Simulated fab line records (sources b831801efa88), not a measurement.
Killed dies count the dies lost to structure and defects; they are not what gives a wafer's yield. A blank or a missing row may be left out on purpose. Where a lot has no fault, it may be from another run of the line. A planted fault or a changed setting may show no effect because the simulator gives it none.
What tool caused it? :: flow gf180mcu :: Sampling: 24 lots, 72 wafers, 5 of 602 route steps

WHAT THE GAUGES SHOWED, per wafer
GF_M1_RS_MEAS_05: measurement is done with a four-point probe.
lot: L074
measured: day 16 15:08
on: filmMetro-01
M1_ALCU_RS (ohm/sq): 0.0680 0.0685 0.0692

lot: L075
measured: day 16 20:10
on: filmMetro-03
M1_ALCU_RS (ohm/sq): 0.0695 0.0687 0.0696

lot: L076
measured: day 17 06:59
on: filmMetro-04
M1_ALCU_RS (ohm/sq): 0.0697 0.0698 0.0700

lot: L077
measured: day 17 21:10
on: filmMetro-04
M1_ALCU_RS (ohm/sq): 0.0691 0.0698 0.0698

lot: L078
measured: day 18 02:02
on: filmMetro-03
M1_ALCU_RS (ohm/sq): 0.0680 0.0681 0.0679

lot: L079
measured: day 18 05:37
on: filmMetro-01
M1_ALCU_RS (ohm/sq): 0.0695 0.0689 0.0690

lot: L081
measured: day 19 05:19
on: filmMetro-03
M1_ALCU_RS (ohm/sq): 0.0699 0.0705 0.0691

lot: L080
measured: day 19 05:41
on: filmMetro-01
M1_ALCU_RS (ohm/sq): 0.0704 0.0694 0.0698

lot: L082
measured: day 19 11:55
on: filmMetro-01
M1_ALCU_RS (ohm/sq): 0.0680 0.0695 0.0693

lot: L083
measured: day 19 17:04
on: filmMetro-03
M1_ALCU_RS (ohm/sq): 0.0701 0.0705 0.0698

lot: L084
measured: day 20 16:36
on: filmMetro-03
M1_ALCU_RS (ohm/sq): 0.0696 0.0689 0.0697

lot: L085
measured: day 20 18:44
on: filmMetro-04
M1_ALCU_RS (ohm/sq): 0.0693 0.0716 0.0699

lot: L086
measured: day 21 02:25
on: filmMetro-04
M1_ALCU_RS (ohm/sq): 0.0706 0.0697 0.0692

lot: L087
measured: day 21 12:03
on: filmMetro-03
M1_ALCU_RS (ohm/sq): 0.0688 0.0705 0.0712

lot: L088
measured: day 21 19:27
on: filmMetro-01
M1_ALCU_RS (ohm/sq): 0.0694 0.0693 0.0693

lot: L089
measured: day 22 01:24
on: filmMetro-04
M1_ALCU_RS (ohm/sq): 0.0718 0.0707 0.0717

lot: L090
measured: day 22 09:26
on: filmMetro-04
M1_ALCU_RS (ohm/sq): 0.0692 0.0684 0.0695

lot: L091
measured: day 22 18:18
on: filmMetro-01
M1_ALCU_RS (ohm/sq): 0.0673 0.0684 0.0680

lot: L092
measured: day 23 06:29
on: filmMetro-01
M1_ALCU_RS (ohm/sq): 0.0688 0.0697 0.0692

lot: L093
measured: day 23 08:55
on: filmMetro-03
M1_ALCU_RS (ohm/sq): 0.0703 0.0694 0.0693

lot: L094
measured: day 23 14:38
on: filmMetro-04
M1_ALCU_RS (ohm/sq): 0.0691 0.0701 0.0701

lot: L095
measured: day 23 22:13
on: filmMetro-03
M1_ALCU_RS (ohm/sq): 0.0684 0.0685 0.0700

lot: L096
measured: day 24 04:50
on: filmMetro-01
M1_ALCU_RS (ohm/sq): 0.0708 0.0704 0.0706

lot: L097
measured: day 24 07:24
on: filmMetro-01
M1_ALCU_RS (ohm/sq): 0.0699 0.0706 0.0697

GF_M3_CD_MEAS_14: the cd target is 280 nm.
lot: L074
measured: day 21 22:21
on: cdSem-01
cdNm (nm): 280.2 279.5 280.0

lot: L075
measured: day 22 03:16
on: cdSem-02
cdNm (nm): 278.8 279.7 278.7

lot: L076
measured: day 22 14:16
on: cdSem-01
cdNm (nm): 280.1 281.2 281.4

lot: L077
measured: day 23 02:35
on: cdSem-01
cdNm (nm): 281.1 281.3 280.8

lot: L078
measured: day 23 09:30
on: cdSem-01
cdNm (nm): 278.9 279.6 280.1

lot: L079
measured: day 23 10:47
on: cdSem-01
cdNm (nm): 277.7 279.5 279.3

lot: L081
measured: day 24 08:59
on: cdSem-02
cdNm (nm): 277.7 278.3 279.1

lot: L080
measured: day 24 09:44
on: cdSem-01
cdNm (nm): 282.2 282.6 282.3

lot: L082
measured: day 24 15:29
on: cdSem-02
cdNm (nm): 279.6 278.7 279.7

lot: L083
measured: day 24 20:32
on: cdSem-02
cdNm (nm): 281.6 281.6 281.3

lot: L084
measured: day 26 00:20
on: cdSem-01
cdNm (nm): 279.5 278.6 279.9

lot: L085
measured: day 26 00:38
on: cdSem-02
cdNm (nm): 279.6 280.2 281.0

lot: L086
measured: day 26 03:14
on: cdSem-01
cdNm (nm): 281.4 280.2 280.0

lot: L087
measured: day 26 08:50
on: cdSem-02
cdNm (nm): 279.9 279.0 278.7

lot: L088
measured: day 26 15:59
on: cdSem-01
cdNm (nm): 279.4 280.0 279.7

lot: L089
measured: day 26 21:35
on: cdSem-02
cdNm (nm): 280.6 279.9 281.7

lot: L090
measured: day 27 03:55
on: cdSem-02
cdNm (nm): 278.5 279.8 278.5

lot: L091
measured: day 27 20:44
on: cdSem-01
cdNm (nm): 279.9 278.5 279.2

lot: L092
measured: day 28 00:28
on: cdSem-01
cdNm (nm): 279.2 279.0 278.5

lot: L093
measured: day 28 00:47
on: cdSem-02
cdNm (nm): 281.8 281.1 282.1

lot: L094
measured: day 28 06:35
on: cdSem-02
cdNm (nm): 281.2 281.5 281.0

lot: L095
measured: day 28 12:57
on: cdSem-01
cdNm (nm): 279.5 278.0 279.3

lot: L096
measured: day 28 20:10
on: cdSem-02
cdNm (nm): 281.5 282.0 281.5

lot: L097
measured: day 28 21:52
on: cdSem-01
cdNm (nm): 279.7 278.6 279.6

WHICH TOOL RAN EACH LOT (tool, then ch and the chambers of the sampled wafers, then the start)
lot: L074
GF_CONTACT_ETCH_16: rieDiel-02 ch 2,3, day 16 13:39
GF_M1_SPUTTER_03: pvdSputter-02, day 16 15:04
GF_V1_CVD_23: cvdW-02 ch 0,1, day 18 16:19

lot: L075
GF_CONTACT_ETCH_16: rieDiel-03 ch 0,2,3, day 16 18:48
GF_M1_SPUTTER_03: pvdSputter-02, day 16 20:06
GF_V1_CVD_23: cvdW-02 ch 0,1, day 18 22:40

lot: L076
GF_CONTACT_ETCH_16: rieDiel-04 ch 0,1, day 17 05:36
GF_M1_SPUTTER_03: pvdSputter-02, day 17 06:55
GF_V1_CVD_23: cvdW-01 ch 0,1, day 19 09:20

lot: L077
GF_CONTACT_ETCH_16: rieDiel-04 ch 1,2,3, day 17 19:48
GF_M1_SPUTTER_03: pvdSputter-02, day 17 21:06
GF_V1_CVD_23: cvdW-01 ch 0,1, day 20 00:06

lot: L078
GF_CONTACT_ETCH_16: rieDiel-02 ch 0,2, day 18 00:32
GF_M1_SPUTTER_03: pvdSputter-01, day 18 01:58
GF_V1_CVD_23: cvdW-02 ch 0,1, day 20 05:10

lot: L079
GF_CONTACT_ETCH_16: rieDiel-02 ch 0,1,3, day 18 04:15
GF_M1_SPUTTER_03: pvdSputter-03, day 18 05:34
GF_V1_CVD_23: cvdW-02 ch 0,1, day 20 08:39

lot: L081
GF_CONTACT_ETCH_16: rieDiel-02 ch 1,3, day 19 03:56
GF_M1_SPUTTER_03: pvdSputter-01, day 19 05:15
GF_V1_CVD_23: cvdW-01 ch 0, day 21 09:04

lot: L080
GF_CONTACT_ETCH_16: rieDiel-04 ch 0,1,2, day 19 04:17
GF_M1_SPUTTER_03: pvdSputter-02, day 19 05:36
GF_V1_CVD_23: cvdW-02 ch 0,1, day 21 09:12

lot: L082
GF_CONTACT_ETCH_16: rieDiel-04 ch 0,1,2, day 19 10:32
GF_M1_SPUTTER_03: pvdSputter-01, day 19 11:51
GF_V1_CVD_23: cvdW-02 ch 0,1, day 21 14:48

lot: L083
GF_CONTACT_ETCH_16: rieDiel-03 ch 1,2, day 19 15:35
GF_M1_SPUTTER_03: pvdSputter-03, day 19 17:00
GF_V1_CVD_23: cvdW-02 ch 1, day 21 19:50

lot: L084
GF_CONTACT_ETCH_16: rieDiel-04 ch 0,2,3, day 20 15:14
GF_M1_SPUTTER_03: pvdSputter-02, day 20 16:32
GF_V1_CVD_23: cvdW-01 ch 0,1, day 22 18:43

lot: L085
GF_CONTACT_ETCH_16: rieDiel-04 ch 1,2, day 20 17:20
GF_M1_SPUTTER_03: pvdSputter-01, day 20 18:39
GF_V1_CVD_23: cvdW-02 ch 0,1, day 22 21:42

lot: L086
GF_CONTACT_ETCH_16: rieDiel-04 ch 0,1, day 21 01:02
GF_M1_SPUTTER_03: pvdSputter-01, day 21 02:21
GF_V1_CVD_23: cvdW-02 ch 0,1, day 23 04:08

lot: L087
GF_CONTACT_ETCH_16: rieDiel-02 ch 1,2,3, day 21 10:41
GF_M1_SPUTTER_03: pvdSputter-01, day 21 11:59
GF_V1_CVD_23: cvdW-02 ch 0,1, day 23 12:50

lot: L088
GF_CONTACT_ETCH_16: rieDiel-04 ch 0,1,3, day 21 17:59
GF_M1_SPUTTER_03: pvdSputter-03, day 21 19:23
GF_V1_CVD_23: cvdW-02 ch 0,1, day 23 20:52

lot: L089
GF_CONTACT_ETCH_16: rieDiel-04 ch 0,1, day 21 23:59
GF_M1_SPUTTER_03: pvdSputter-03, day 22 01:20
GF_V1_CVD_23: cvdW-02 ch 0,1, day 24 02:09

lot: L090
GF_CONTACT_ETCH_16: rieDiel-03 ch 0,2, day 22 07:40
GF_M1_SPUTTER_03: pvdSputter-01, day 22 09:20
GF_V1_CVD_23: cvdW-01 ch 0,1, day 24 08:29

lot: L091
GF_CONTACT_ETCH_16: rieDiel-03 ch 0,2, day 22 16:45
GF_M1_SPUTTER_03: pvdSputter-01, day 22 18:12
GF_V1_CVD_23: cvdW-01 ch 0,1, day 25 02:23

lot: L092
GF_CONTACT_ETCH_16: rieDiel-04 ch 0,1,2, day 23 05:05
GF_M1_SPUTTER_03: pvdSputter-02, day 23 06:23
GF_V1_CVD_23: cvdW-02 ch 0,1, day 25 04:59

lot: L093
GF_CONTACT_ETCH_16: rieDiel-02 ch 1,3, day 23 07:32
GF_M1_SPUTTER_03: pvdSputter-02, day 23 08:50
GF_V1_CVD_23: cvdW-02 ch 0,1, day 25 06:27

lot: L094
GF_CONTACT_ETCH_16: rieDiel-03 ch 1,3, day 23 13:05
GF_M1_SPUTTER_03: pvdSputter-01, day 23 14:34
GF_V1_CVD_23: cvdW-02 ch 0,1, day 25 12:09

lot: L095
GF_CONTACT_ETCH_16: rieDiel-03 ch 1,2,3, day 23 20:49
GF_M1_SPUTTER_03: pvdSputter-03, day 23 22:05
GF_V1_CVD_23: cvdW-02 ch 0,1, day 25 19:20

lot: L096
GF_CONTACT_ETCH_16: rieDiel-03 ch 2,3, day 24 03:02
GF_M1_SPUTTER_03: pvdSputter-02, day 24 04:46
GF_V1_CVD_23: cvdW-01 ch 0,1, day 26 03:35

lot: L097
GF_CONTACT_ETCH_16: rieDiel-04 ch 0,1,3, day 24 06:02
GF_M1_SPUTTER_03: pvdSputter-02, day 24 07:20
GF_V1_CVD_23: cvdW-01 ch 0,1, day 26 05:53
- GF_CONTACT_ETCH_16: etches BARC in N2/H2.
- GF_M1_SPUTTER_03: material Ti, target thk 10 nm, time 6.7 s.
- GF_V1_CVD_23: deposits W, target thk 350 nm, time 105.05 s.

WHAT THE TOOLS THEMSELVES READ (means of the sampled wafers that have a number; where no wafer has one, the mark that the record gives instead)
GF_CONTACT_ETCH_16.
lot: L074
tool: rieDiel-02
drypumpMotorCurrentA (A): 5.1
h2FlowSccm (sccm): 200.0
oesProductAu (a.u.): 0.860
throttleValvePct (%): 13.223

lot: L075
tool: rieDiel-03
drypumpMotorCurrentA (A): 5.9
h2FlowSccm (sccm): 200.4
oesProductAu (a.u.): 0.854
throttleValvePct (%): 13.225

lot: L076
tool: rieDiel-04
drypumpMotorCurrentA (A): 6.1
h2FlowSccm (sccm): 201.1
oesProductAu (a.u.): 0.851
throttleValvePct (%): 13.225

lot: L077
tool: rieDiel-04
drypumpMotorCurrentA (A): 5.4
h2FlowSccm (sccm): 200.1
oesProductAu (a.u.): 0.846
throttleValvePct (%): 13.220

lot: L078
tool: rieDiel-02
drypumpMotorCurrentA (A): 5.2
h2FlowSccm (sccm): 199.9
oesProductAu (a.u.): 0.860
throttleValvePct (%): 13.221

lot: L079
tool: rieDiel-02
drypumpMotorCurrentA (A): 5.7
h2FlowSccm (sccm): 199.5
oesProductAu (a.u.): 0.854
throttleValvePct (%): 13.228

lot: L081
tool: rieDiel-02
drypumpMotorCurrentA (A): 5.5
h2FlowSccm (sccm): 199.7
oesProductAu (a.u.): 0.854
throttleValvePct (%): 13.226

lot: L080
tool: rieDiel-04
drypumpMotorCurrentA (A): 5.7
h2FlowSccm (sccm): 199.9
oesProductAu (a.u.): 0.855
throttleValvePct (%): 13.226

lot: L082
tool: rieDiel-04
drypumpMotorCurrentA (A): 5.7
h2FlowSccm (sccm): 199.9
oesProductAu (a.u.): 0.853
throttleValvePct (%): 13.228

lot: L083
tool: rieDiel-03
drypumpMotorCurrentA (A): 5.4
h2FlowSccm (sccm): 200.3
oesProductAu (a.u.): 0.856
throttleValvePct (%): 13.223

lot: L084
tool: rieDiel-04
drypumpMotorCurrentA (A): 5.4
h2FlowSccm (sccm): 199.9
oesProductAu (a.u.): 0.852
throttleValvePct (%): 13.219

lot: L085
tool: rieDiel-04
drypumpMotorCurrentA (A): 5.3
h2FlowSccm (sccm): 200.1
oesProductAu (a.u.): 0.851
throttleValvePct (%): 13.225

lot: L086
tool: rieDiel-04
drypumpMotorCurrentA (A): 6.1
h2FlowSccm (sccm): 200.1
oesProductAu (a.u.): 0.860
throttleValvePct (%): 13.227

lot: L087
tool: rieDiel-02
drypumpMotorCurrentA (A): 5.3
h2FlowSccm (sccm): 199.6
oesProductAu (a.u.): 0.857
throttleValvePct (%): 13.222

lot: L088
tool: rieDiel-04
drypumpMotorCurrentA (A): 5.8
h2FlowSccm (sccm): 200.1
oesProductAu (a.u.): 0.855
throttleValvePct (%): 13.224

lot: L089
tool: rieDiel-04
drypumpMotorCurrentA (A): 6.1
h2FlowSccm (sccm): 200.5
oesProductAu (a.u.): 0.857
throttleValvePct (%): 13.223

lot: L090
tool: rieDiel-03
drypumpMotorCurrentA (A): 5.7
h2FlowSccm (sccm): 199.8
oesProductAu (a.u.): 0.857
throttleValvePct (%): 13.228

lot: L091
tool: rieDiel-03
drypumpMotorCurrentA (A): 5.7
h2FlowSccm (sccm): 199.8
oesProductAu (a.u.): 0.855
throttleValvePct (%): 13.228

lot: L092
tool: rieDiel-04
drypumpMotorCurrentA (A): 5.7
h2FlowSccm (sccm): 200.0
oesProductAu (a.u.): 0.855
throttleValvePct (%): 13.233

lot: L093
tool: rieDiel-02
drypumpMotorCurrentA (A): 5.5
h2FlowSccm (sccm): 199.3
oesProductAu (a.u.): 0.856
throttleValvePct (%): 13.231

lot: L094
tool: rieDiel-03
drypumpMotorCurrentA (A): 6.3
h2FlowSccm (sccm): 199.8
oesProductAu (a.u.): 0.856
throttleValvePct (%): 13.226

lot: L095
tool: rieDiel-03
drypumpMotorCurrentA (A): 5.8
h2FlowSccm (sccm): 200.0
oesProductAu (a.u.): 0.856
throttleValvePct (%): 13.220

lot: L096
tool: rieDiel-03
drypumpMotorCurrentA (A): 6.1
h2FlowSccm (sccm): 200.1
oesProductAu (a.u.): 0.851
throttleValvePct (%): 13.231

lot: L097
tool: rieDiel-04
drypumpMotorCurrentA (A): 5.8
h2FlowSccm (sccm): 199.8
oesProductAu (a.u.): 0.854
throttleValvePct (%): 13.225

GF_M1_SPUTTER_03.
lot: L074
tool: pvdSputter-02
throttleValvePct (%): 29.3

lot: L075
tool: pvdSputter-02
throttleValvePct (%): 29.4

lot: L076
tool: pvdSputter-02
throttleValvePct (%): 29.0

lot: L077
tool: pvdSputter-02
throttleValvePct (%): 29.1

lot: L078
tool: pvdSputter-01
throttleValvePct (%): 30.1

lot: L079
tool: pvdSputter-03
throttleValvePct (%): 30.4

lot: L081
tool: pvdSputter-01
throttleValvePct (%): 30.3

lot: L080
tool: pvdSputter-02
throttleValvePct (%): 29.1

lot: L082
tool: pvdSputter-01
throttleValvePct (%): 30.3

lot: L083
tool: pvdSputter-03
throttleValvePct (%): 31.1

lot: L084
tool: pvdSputter-02
throttleValvePct (%): 29.3

lot: L085
tool: pvdSputter-01
throttleValvePct (%): 30.3

lot: L086
tool: pvdSputter-01
throttleValvePct (%): 29.9

lot: L087
tool: pvdSputter-01
throttleValvePct (%): 30.7

lot: L088
tool: pvdSputter-03
throttleValvePct (%): 30.5

lot: L089
tool: pvdSputter-03
throttleValvePct (%): 30.5

lot: L090
tool: pvdSputter-01
throttleValvePct (%): 30.3

lot: L091
tool: pvdSputter-01
throttleValvePct (%): 30.4

lot: L092
tool: pvdSputter-02
throttleValvePct (%): 28.7

lot: L093
tool: pvdSputter-02
throttleValvePct (%): 28.9

lot: L094
tool: pvdSputter-01
throttleValvePct (%): 30.2

lot: L095
tool: pvdSputter-03
throttleValvePct (%): 30.7

lot: L096
tool: pvdSputter-02
throttleValvePct (%): 29.0

lot: L097
tool: pvdSputter-02
throttleValvePct (%): 29.2

GF_V1_CVD_23.
lot: L074
tool: cvdW-02
heaterPowerOuterW (W): 524
heaterPowerW (W): 849

lot: L075
tool: cvdW-02
heaterPowerOuterW (W): 521
heaterPowerW (W): 868

lot: L076
tool: cvdW-01
heaterPowerOuterW (W): 581
heaterPowerW (W): 973

lot: L077
tool: cvdW-01
heaterPowerOuterW (W): 511
heaterPowerW (W): 849

lot: L078
tool: cvdW-02
heaterPowerOuterW (W): 561
heaterPowerW (W): 888

lot: L079
tool: cvdW-02
heaterPowerOuterW (W): 559
heaterPowerW (W): 893

lot: L081
tool: cvdW-01
heaterPowerOuterW (W): 448
heaterPowerW (W): 744

lot: L080
tool: cvdW-02
heaterPowerOuterW (W): 535
heaterPowerW (W): 846

lot: L082
tool: cvdW-02
heaterPowerOuterW (W): 561
heaterPowerW (W): 900

lot: L083
tool: cvdW-02
heaterPowerOuterW (W): 589
heaterPowerW (W): 931

lot: L084
tool: cvdW-01
heaterPowerOuterW (W): 588
heaterPowerW (W): 954

lot: L085
tool: cvdW-02
heaterPowerOuterW (W): 539
heaterPowerW (W): 855

lot: L086
tool: cvdW-02
heaterPowerOuterW (W): 544
heaterPowerW (W): 860

lot: L087
tool: cvdW-02
heaterPowerOuterW (W): 567
heaterPowerW (W): 903

lot: L088
tool: cvdW-02
heaterPowerOuterW (W): 567
heaterPowerW (W): 894

lot: L089
tool: cvdW-02
heaterPowerOuterW (W): 555
heaterPowerW (W): 895

lot: L090
tool: cvdW-01
heaterPowerOuterW (W): 509
heaterPowerW (W): 844

lot: L091
tool: cvdW-01
heaterPowerOuterW (W): 583
heaterPowerW (W): 962

lot: L092
tool: cvdW-02
heaterPowerOuterW (W): 572
heaterPowerW (W): 897

lot: L093
tool: cvdW-02
heaterPowerOuterW (W): 525
heaterPowerW (W): 855

lot: L094
tool: cvdW-02
heaterPowerOuterW (W): 569
heaterPowerW (W): 888

lot: L095
tool: cvdW-02
heaterPowerOuterW (W): 537
heaterPowerW (W): 869

lot: L096
tool: cvdW-01
heaterPowerOuterW (W): 586
heaterPowerW (W): 976

lot: L097
tool: cvdW-01
heaterPowerOuterW (W): 523
heaterPowerW (W): 845

THE ANSWER, worked out from the rows above alone
Rule: usual is defined by the lots themselves. Put in order of their means at a reading, lots are off if they are a third of the lots or fewer, leave a main group of 4 or more, and stand apart from it by a gap of 3 or more times the standard deviation of the main group's means; of several such gaps the widest counts. A main group is skipped when, at the precision printed for the reading in the tables above, its means are all equal. Also off: a lot with no number at a reading for which 4 or more lots have one. All remaining lots with rows at the step are treated as sound. After the gauges, taken in route order, come the tools' own readings; for these a lot's mean is taken, as printed above. At the first step where some lot is off, the reading lying furthest off is the one used; lots without a number count as furthest.
Nothing can be told from this: no lot is off at any reading shown.

WHAT HAD BEEN PUT IN BY THE SIMULATOR
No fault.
